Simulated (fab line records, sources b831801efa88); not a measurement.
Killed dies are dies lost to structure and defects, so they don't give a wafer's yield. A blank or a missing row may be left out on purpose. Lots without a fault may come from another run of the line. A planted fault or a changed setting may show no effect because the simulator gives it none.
fab line records | flow sfq_line
record lots=6 wafers=18 last_day=91
route steps=325 shown M7@295 I7@296
lots that met no fault: from a run of the same line without faults
start_h: hours from the record's first day to the start of the lot's first wafer shown | wait_h: hours since the lot's step before | " the same as in the row above | L1.1+2: a row that stands for several wafers | - no value, or no start given | * or withheld: withheld | < > ~ a bound
route shown NAME@n: a module of which the file shows steps, and the number in the route of the first | usual: mean/standard deviation of fault-free wafers | same: alike in all rows | chamber/n: place in a boat | sites: the reading at each site | _std_site: their standard deviation | _edge_site: outer sites' mean less inner sites' | radius_mm: how far each site lies from the wafer's centre | mask NAME#n: copy n | behind: the tool/chamber that last shaped the wafer | hold: why the lot was held/for how many hours/how that ended | device: the transistor (n, p or np) that didn't switch | end of line: the same wafers' tests at the end of the route | a step without rows: its recipe alone | killed: dies lost to structure and defects at the first sort, not the wafer's yield | map: a wafer's dies, x killed, . not, _ none there
set.NAME: the setting as run; set.NAME@STEP: as run at that earlier step | model.NAME: the simulator's own value behind a step, which no gauge read
lots at some steps of the route; a table a step, a row a wafer
services: from which hour (start_h, from the record's first day; less than 0 if before it) a tool's chamber was out of use, for how many hours, and why
## steps
# step SFQ_TRILAYER_M7_STRIP_SOLV_CLEAN_182
# recipe chemistry=NMP temp_c=70 time_s=600
# step SFQ_TRILAYER_I7_DEP_PECVD_183
# recipe material=SiO2 temp_c=150 time_s=111.11 pressure_torr=2.4 rf_w=183.3 precursor=SiH4/N2O target_thk_nm=500
# usual heater_power_w=82/12 throttle_valve_pct=24.7/1.2
# columns lot.wafer tool chamber start_h wait_h heater_power_w since_wet_clean_h throttle_valve_pct
L410.2 pecvd-03 0 1871.66 0.0 88 1294 25.2
L410.3 " 2 " " 65 1294 25.9
L410.5 " 2 " " 66 - 26.1
L416.1 pecvd-02 0 1908.41 0.0 76 578 23.3
L416.5 " 1 " " 87 - 22.4
L416.6 " 0 " " 81 - 23.0
L418.3 pecvd-01 0 1910.85 0.0 93 - 25.5
L418.4 " 1 " " 68 - 24.9
L418.5 " 1 " " 75 - 25.0
L422.1 pecvd-03 1 2042.53 0.0 73 1465 26.0
L422.2 " 2 " " 66 1465 26.1
L422.4 " 0 " " 73 - 25.2
L428.1 pecvd-01 2 2060.97 0.0 100 1114 25.3
L428.3 " 0 " " 91 1114 25.7
L428.4 " 2 " " 103 - 25.4
L431.3 pecvd-02 2 2092.17 0.0 81 761 23.3
L431.4 " 1 " " 68 - 22.9
L431.5 " 2 " " 87 - 23.5
# step SFQ_TRILAYER_I7_CMP_CMP_184
# recipe material=SiO2 down_force_psi=3 platen_rpm=60 pad_velocity_m_s=0.94248
# usual motor_current_A=10.1/1.3 time_to_endpoint_s=212/7.5
# columns lot.wafer tool chamber start_h wait_h motor_current_A time_to_endpoint_s
L410.2 cmp-02 3 1876.24 4.5 8.5 204
L410.3 " 0 " " 10.6 203
L410.5 " 2 1877.74 6.0 11.6 220
L416.1 cmp-01 0 1910.10 1.6 12.6 209
L416.6 " 2 1911.10 2.6 10.8 219
L416.5 " 3 " " 10.9 221
L418.3 cmp-01 0 1912.10 1.2 12.1 217
L418.4 " 3 1913.60 2.7 9.9 211
L418.5 " 1 1914.60 3.7 7.6 221
L422.2 cmp-01 3 2043.10 0.5 10.5 199
L422.4 " 0 " " 12.0 200
L422.1 " 1 " " 7.8 205
L428.1 cmp-02 1 2068.50 7.5 10.0 207
L428.4 " 2 " " 11.8 220
L428.3 " 3 " " 8.9 209
L431.4 cmp-02 1 2092.75 0.5 9.7 213
L431.3 " 3 2093.75 1.5 8.5 210
L431.5 " 1 2094.75 2.5 10.4 213
# step SFQ_I7_BOW_MEAS_946
# recipe mode=bow
# usual I7_BOW=9/9.7
# columns lot.wafer tool chamber start_h wait_h I7_BOW[um]
L410.2 film_metro-03 - 1878.76 2.0 -1
L410.3 " - " " 8
L410.5 " - " " -1
L416.1 film_metro-01 - 1912.10 1.5 15
L416.5 " - " " 25
L416.6 " - " " 19
L418.3 film_metro-03 - 1915.14 2.5 18
L418.4 " - " " 15
L418.5 " - " " 19
L422.1 film_metro-04 - 2045.60 1.0 22
L422.2 " - " " 17
L422.4 " - " " 13
L428.1 film_metro-04 - 2071.50 2.5 15
L428.3 " - " " 17
L428.4 " - " " 25
L431.3 film_metro-04 - 2095.29 1.0 29
L431.4 " - " " 30
L431.5 " - " " 21
# step SFQ_TRILAYER_I7_METRO_MEASURE_185
# usual thk_nm=199.5/0.96
# columns lot.wafer tool chamber start_h wait_h thk_nm
L410.2 film_metro-03 - 1879.06 0.3 199.9
L410.3 " - " " 199.4
L410.5 " - " " 200.4
L416.1 film_metro-01 - 1912.22 0.1 198.5
L416.5 " - " " 197.6
L416.6 " - " " 198.4
L418.3 film_metro-03 - 1915.62 0.5 199.5
L418.4 " - " " 199.8
L418.5 " - " " 202.2
L422.1 film_metro-04 - 2045.72 0.1 201.0
L422.2 " - " " 199.2
L422.4 " - " " 199.1
L428.1 film_metro-04 - 2071.62 0.1 199.0
L428.3 " - " " 198.9
L428.4 " - " " 199.4
L431.3 film_metro-04 - 2095.77 0.5 199.8
L431.4 " - " " 199.4
L431.5 " - " " 199.3
# step SFQ_TRILAYER_I7_VIA_LITHO_COAT_192
# recipe resist=BARC spin_rpm=3000 resist_thk_nm=62
# step SFQ_TRILAYER_I7_VIA_LITHO_COAT_187
# recipe resist=KrF spin_rpm=3000 resist_thk_nm=650
# step SFQ_TRILAYER_I7_VIA_LITHO_SOFTBAKE_191
# recipe temp_c=withheld time_s=withheld resist=KrF
# step SFQ_TRILAYER_I7_VIA_LITHO_EXPOSE_188
# recipe mask_id=I7 na=0.6 source_shape=conventional sigma_outer=0.65 target_cd_nm=1000 dose_mj=21.3
# step SFQ_TRILAYER_I7_VIA_LITHO_PEB_190
# recipe peb_temp_c=115 peb_time_s=60 resist=KrF
# step SFQ_TRILAYER_I7_VIA_LITHO_DEVELOP_189
# recipe time_s=60 resist=KrF
# step SFQ_I7_OVL_MEAS_947
# usual I7_OVL=2/5.9
# columns lot.wafer tool chamber start_h wait_h I7_OVL[nm]
L410.2 overlay-01 - 1894.22 0.1 7
L410.3 " - " " 2
L410.5 " - " " -2
L416.1 overlay-02 - 1918.22 0.1 -8
L416.5 " - " " -9
L416.6 " - " " -3
L418.3 overlay-01 - 1921.83 0.1 -6
L418.4 " - " " -5
L418.5 " - " " 1
L422.1 overlay-02 - 2127.17 0.1 2
L422.2 " - " " -3
L422.4 " - " " 2
L428.1 overlay-01 - 2150.10 0.1 1
L428.3 " - " " 7
L428.4 " - " " 3
L431.3 overlay-02 - 2176.63 0.1 9
L431.4 " - " " 8
L431.5 " - " " 5
# step SFQ_TRILAYER_I7_VIA_BARC_OPEN_VIA_ETCH_260
# recipe mask_material=PR chemistry=O2 target_depth_nm=125 target=BARC source_w=500 bias_w=80 pressure_mtorr=30 time_s=41.7
# usual drypump_motor_current_A=5.6/0.49 oes_product_au=0.684/0.0049 run_length_s=70.0/0.44
# columns lot.wafer tool chamber start_h wait_h drypump_motor_current_A oes_product_au rf_hours_counter_h run_length_s
L410.2 rie_diel-01 0 1894.25 0.0 6.4 0.680 1 69.6
L410.3 " 1 " " 4.9 0.681 15 70.3
L410.5 " 3 " " 5.9 0.684 - 69.8
L416.1 rie_diel-02 3 1918.25 0.0 6.4 0.694 6 68.7
L416.5 " 3 " " 6.4 0.687 - 69.8
L416.6 " 1 " " 5.4 0.686 - 70.6
L418.3 rie_diel-02 1 1921.85 0.0 5.4 0.682 15 70.5
L418.4 " 2 " " 5.7 0.695 - 68.5
L418.5 " 3 " " 6.4 0.684 - 70.0
L422.1 rie_diel-03 0 2127.21 0.0 4.8 0.681 7 70.8
L422.2 " 3 " " 4.9 0.689 5 69.5
L422.4 " 1 " " 5.6 0.687 6 69.7
L428.1 rie_diel-03 0 2150.13 0.0 4.8 0.685 7 70.0
L428.3 " 3 " " 4.9 0.685 5 69.1
L428.4 " 2 " " 5.6 0.682 1 70.4
L431.3 rie_diel-02 3 2176.65 0.0 6.4 0.680 8 70.1
L431.4 " 2 " " 5.7 0.691 4 70.1
L431.5 " 1 " " 5.4 0.684 - 70.6
# step SFQ_TRILAYER_I7_VIA_ETCH_VIA_ETCH_190
# recipe target=SiO2 stop_on=Nb mask_material=PR taper_deg=20 chemistry=CHF3 target_depth_nm=260 source_w=500 bias_w=80 pressure_mtorr=30 time_s=withheld
# usual drypump_motor_current_A=5.6/0.49 oes_product_au=0.853/0.0047
# columns lot.wafer tool chamber start_h wait_h drypump_motor_current_A oes_product_au
L410.2 rie_diel-01 0 1894.29 0.0 6.4 0.852
L410.3 " 1 " " 4.9 0.855
L410.5 " 3 " " 5.9 0.850
L416.1 rie_diel-02 3 1918.29 0.0 6.4 0.858
L416.5 " 3 " " 6.4 0.845
L416.6 " 1 " " 5.4 0.850
L418.3 rie_diel-02 1 1921.89 0.0 5.4 0.852
L418.4 " 2 " " 5.7 0.857
L418.5 " 3 " " 6.4 0.860
L422.1 rie_diel-03 0 2127.25 0.0 4.8 0.847
L422.2 " 3 " " 4.9 0.856
L422.4 " 1 " " 5.6 0.859
L428.1 rie_diel-03 0 2150.17 0.0 4.8 0.849
L428.3 " 3 " " 4.9 0.854
L428.4 " 2 " " 5.7 0.853
L431.3 rie_diel-02 3 2176.69 0.0 6.4 0.852
L431.4 " 2 " " 5.7 0.860
L431.5 " 1 " " 5.4 0.852
## services
# columns tool chamber start_h hours kind
cmp-02 - 1852.95 0.7 repair
rie_diel-03 3 1858.37 12.4 repair
film_metro-04 - 1865.93 0.2 pm
cmp-02 - 1867.54 5.2 repair
cmp-02 - 1888.76 0.2 repair
film_metro-04 - 1894.60 1.1 pm
rie_diel-03 - 1899.72 2.8 pm
rie_diel-03 3 1924.01 4.1 repair
cmp-02 - 1948.54 4.0 pm
cmp-02 - 1949.30 1.3 repair
cmp-02 - 1972.42 2.0 repair
film_metro-04 - 1976.34 0.7 pm
rie_diel-03 - 1982.10 0.2 repair
rie_diel-03 1 1985.32 2.6 repair
rie_diel-02 3 2013.26 10.6 repair
cmp-01 - 2023.12 0.6 repair
rie_diel-02 2 2023.74 7.0 repair
rie_diel-02 0 2026.41 7.5 repair
rie_diel-03 - 2035.35 0.4 repair
rie_diel-02 1 2065.70 21.8 repair
rie_diel-03 3 2069.21 7.3 repair
rie_diel-02 2 2095.07 12.6 repair
rie_diel-02 3 2125.73 6.1 repair
rie_diel-03 3 2159.55 16.7 repair
## key
first_sign step=SFQ_TRILAYER_I7_VIA_BARC_OPEN_VIA_ETCH_260 reading=run_length_s direction=down sigmas=3.2 usual=* struck=*
effect none on later readings
met_at SFQ_TRILAYER_I7_VIA_BARC_OPEN_VIA_ETCH_260
struck_wafers L416.1,L418.4
fault kind=process_parameter_drift tool=rie_diel-02 chamber=- onset_h=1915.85 steps=SFQ_TRILAYER_I7_VIA_BARC_OPEN_VIA_ETCH_260 channel=time_s offset=* shape=step end_h=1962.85 scope=struck_wafers_only acts_in=* stated=*
